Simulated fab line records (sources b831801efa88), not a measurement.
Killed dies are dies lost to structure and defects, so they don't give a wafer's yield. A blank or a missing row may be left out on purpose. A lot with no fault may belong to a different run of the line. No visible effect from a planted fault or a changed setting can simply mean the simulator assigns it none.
Matching of chambers ; flow sky130 ; rieSi-02 running SKY_FIELD_ISO_ETCH_17: 4 sister chambers
The step etches Si in HBr/Cl2/O2, target depth 342 nm, time 97.7 s. 4 wafers are shown with their chamber, then 9 later ones without.

WAFERS, EACH WITH ITS CHAMBER
wafer;chamber;drypumpMotorCurrentA (A)
L510.3;3;6.1
L514.3;2;4.7
L514.4;1;4.9
L514.6;0;5.4

WAFERS WHOSE CHAMBER IS MISSING
wafer;drypumpMotorCurrentA (A)
L521.3;6.2
L521.4;4.7
L521.5;6.2
L522.1;5.0
L522.3;5.4
L522.6;5.4
L524.1;4.7
L524.2;4.9
L524.3;5.4

THE CHAMBER EACH PASSED THROUGH
wafer;from the rows above;in truth
L521.3;3;3
L521.4;2;2
L521.5;3;3
L522.1;1;1
L522.3;0;0
L522.6;0;0
L524.1;2;2
L524.2;1;1
L524.3;0;0
Correct placement for 9 of the 9. From these rows, 0 cannot be placed. Number placed wrongly: 0.
How it was worked out, from the rows above alone: a wafer's distance from a chamber is the root of the sum, over the readings, of the square of ((its reading less the chamber's mean) divided by the reading's scatter). If the next closest chamber is less than 2 further off than the closest, the wafer can't be placed; otherwise it belongs to the closest. Each chamber's mean is taken over the wafers shown for it. The scatter: root of mean squared gap, hidden wafer to nearest shown wafer, with one shown wafer a chamber.
